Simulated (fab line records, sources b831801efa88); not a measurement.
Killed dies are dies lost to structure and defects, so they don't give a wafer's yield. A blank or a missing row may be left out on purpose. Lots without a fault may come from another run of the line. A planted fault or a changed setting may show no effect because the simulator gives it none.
Which tool did it? | flow sky130 | 14 lots, 42 wafers sampled, at 1 step of a route of 708

WHAT THE GAUGES READ, wafer by wafer
The record holds no reading of a measuring or inspecting step that can be judged against a usual standard deviation.

WHICH TOOL RAN EACH LOT (tool, then ch and the chambers of the sampled wafers, then the start)
lot  | SKY_SONOS_ONO_EXPOSE_10
L703 | iline_stepper-01 ch 0, day 12 01:28
L704 | iline_stepper-02 ch 0, day 12 13:25
L705 | iline_stepper-02 ch 0, day 13 00:07
L706 | iline_stepper-01 ch 0, day 13 07:56
L707 | iline_stepper-01 ch 0, day 13 15:11
L713 | iline_stepper-02, day 15 07:48
L714 | iline_stepper-02, day 15 21:47
L719 | iline_stepper-02 ch 0, day 18 05:08
L720 | iline_stepper-02 ch 0, day 18 06:20
L722 | iline_stepper-02 ch 0, day 18 15:01
L723 | iline_stepper-01 ch 0, day 18 19:14
L724 | iline_stepper-01 ch 0, day 19 06:25
L725 | iline_stepper-02 ch 0, day 19 11:04
L726 | iline_stepper-01 ch 0, day 20 01:10
- SKY_SONOS_ONO_EXPOSE_10: exposes mask ONOM, target cd 410 nm.

WHAT THE TOOLS THEMSELVES READ (means of the sampled wafers that have a number; where no wafer has one, the mark that the record gives instead)
SKY_SONOS_ONO_EXPOSE_10. Usual: exposure_dose_mJ_cm2 149.93, standard deviation 0.15; focus_offset_nm 0.0 nm, standard deviation 0.5.
lot  | tool             | exposure_dose_mJ_cm2 | focus_offset_nm (nm) | flag
L703 | iline_stepper-01 | 149.97               | -0.1                 |
L704 | iline_stepper-02 | 149.86               | 0.1                  |
L705 | iline_stepper-02 | 149.76               | -0.2                 |
L706 | iline_stepper-01 | 150.03               | 0.3                  |
L707 | iline_stepper-01 | 150.06               | -0.1                 |
L713 | iline_stepper-02 | -                    | -                    | OFF
L714 | iline_stepper-02 | -                    | -                    | OFF
L719 | iline_stepper-02 | 150.00               | 0.0                  |
L720 | iline_stepper-02 | 149.71               | 0.3                  |
L722 | iline_stepper-02 | 149.97               | 1.0                  |
L723 | iline_stepper-01 | 149.86               | -0.6                 |
L724 | iline_stepper-01 | 150.01               | -0.0                 |
L725 | iline_stepper-02 | 149.71               | 0.5                  |
L726 | iline_stepper-01 | 149.99               | -0.1                 |

THE ANSWER, worked out from the rows above alone
Rule: a lot is off if the mean of its wafers that have a number lies more than 3 standard deviations from the usual mean. A lot without any number at a reading at which 4 lots or more have one is off too. The other lots that the step has rows for count as sound. The gauges are gone through in route order, then the tools' own readings, and for those a lot's mean is taken as printed above. The first step at which some lot is off is used, and at that step the reading that is off furthest; a lot without a number counts as furthest.
Off: L713, L714, at SKY_SONOS_ONO_EXPOSE_10 (exposure_dose_mJ_cm2). Without a number there: L713, L714.
A tool fits if, at that step or a process step before it, it ran every lot that is off, and no sound lot after the first of them. None of those tried fits.

WHAT THE SIMULATOR HAD PUT IN
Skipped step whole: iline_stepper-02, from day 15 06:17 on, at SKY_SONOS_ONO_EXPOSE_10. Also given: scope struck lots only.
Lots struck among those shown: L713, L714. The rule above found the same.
